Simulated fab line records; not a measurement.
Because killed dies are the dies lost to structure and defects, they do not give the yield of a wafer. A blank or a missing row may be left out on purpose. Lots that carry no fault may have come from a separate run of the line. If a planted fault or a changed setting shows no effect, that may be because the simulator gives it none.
A struck lot beside a sound one :: flow gf180mcu :: 15 steps out of a route of 602
Sound: these wafers, L506.4, L506.5, L506.6. Wafers struck: L514.2, L514.3, L514.5. Last of all comes the cause.
Each step with rows lists, per side, the tool, then ch with its chambers, then its first start. Under that, the readings that differ: sound wafers :: struck wafers :: difference of the means :: sigmas: that difference in standard deviations of wafers without a fault.
alike: same words and numbers on both sides, and readings whose means sit less than 2 such deviations apart. not compared: any withheld reading, any reading some wafer has no value for, any bound like >300 that may hide the same value, and any number with overlapping values for which the record gives no deviation.
The two part at a step that has a row with sigmas, a row that says differs or no value, or rows on one side only. Numbers that have no deviation but don't overlap get no sigmas and don't part them. A reading that every wafer of one side lacks parts them only if that side has two wafers or more.

first, 3 steps without rows for these wafers: GF_V3_EXPOSE_11 (exposes mask Via3, target cd 260 nm); GF_V3_PEB_12 (peb time 90 s); GF_V3_DEVELOP_13 (develop time 57.17 s).
GF_V3_CD_MEAS_14: target cd 260 nm.
  sound: cd sem-02 at day 24 00:08; struck: cd sem-01 at day 27 11:01
  alike: cd nm
GF_V3_OVL_MEAS_15:
  sound: overlay-01 at day 24 00:13; struck: overlay-01 at day 27 11:07
  alike: V3_OVL
GF_V3_ETCH_16: etches BARC in N2/H2.
  sound on rie diel-04 ch 0,1, day 24 00:14; struck on rie diel-04 ch 1,2,3, day 27 11:09
  alike: drypump motor current A, oes product au, rf fwd power W, throttle valve pct
GF_V3_ETCH_17: etches SiO2 in C4F8/O2/Ar, stops on TiN, target depth 635 nm.
  sound on rie diel-04 ch 0,1; struck on rie diel-04 ch 1,2,3
  alike: oes product au, rf fwd power W
GF_V3_STRIP_18: strips in O2/N2.
  sound on plasma asher-01 ch 0,1, day 24 00:24; struck on plasma asher-01 ch 0,1, day 27 11:16
  alike: drypump motor current A, heater power w, o2 flow sccm, oes product au
  not compared: rf hours counter h
then, 2 steps without rows for these wafers: GF_V3_STRIP_19 (strips in post etch residue remover, time 1200 s); GF_V3_CLEAN_20 (cleans in DIW).
GF_V3_SPUTTER_21: material Ti, target thk 15 nm, time 80.02 s.
  sound: pvd sputter-01 at day 24 00:58; struck: pvd sputter-04 at day 27 11:50
  alike: cathode dc power W, throttle valve pct
GF_V3_SPUTTER_22: material TiN, target thk 10 nm, time 40 s.
  sound: pvd sputter-01 at day 24 01:01; struck: pvd sputter-04 at day 27 11:54
  alike: cathode dc power W, throttle valve pct
GF_V3_CVD_23: deposits W, target thk 350 nm, time 104.9 s.
  sound on cvd w-01 ch 0,1, day 24 01:04; struck on cvd w-02 ch 0,1, day 27 11:56
reading: heater power w (W)
sound: 987 970 787
struck: 1255 948 1268
difference: +242
sigmas: +2

reading: susceptor temp C (C)
sound: 399.91 400.17 400.23
struck: 440.37 440.60 440.28
difference: +40.31
sigmas: +99 or more

reading: model.W_of_V3_CVD_23.thk nm (nm)
sound: 343 345 342.9
struck: 579.1 595.2 584
difference: +242.5
sigmas: 
GF_V3_RS_MEAS_24: measurement is done with a four-point probe.
  sound: film metro-01 at day 24 01:12; struck: film metro-02 at day 27 12:22
reading: V3_W_RS (ohm/sq)
sound: 0.335 0.333 0.334
struck: 0.198 0.192 0.196
difference: -0.139
sigmas: -28
  not compared: hold
GF_PASSIVATION_PROBE_99:
  the record holds rows for the sound wafers here (prober-02, day 30 10:08) but none for the struck ones

## WHERE THEY PART
At GF_V3_CVD_23 first; at GF_PASSIVATION_PROBE_99 last (within this record only).

WHY: what the simulator had put in
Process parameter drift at GF_V3_CVD_23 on cvd w-02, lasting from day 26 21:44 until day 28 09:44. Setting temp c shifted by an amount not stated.
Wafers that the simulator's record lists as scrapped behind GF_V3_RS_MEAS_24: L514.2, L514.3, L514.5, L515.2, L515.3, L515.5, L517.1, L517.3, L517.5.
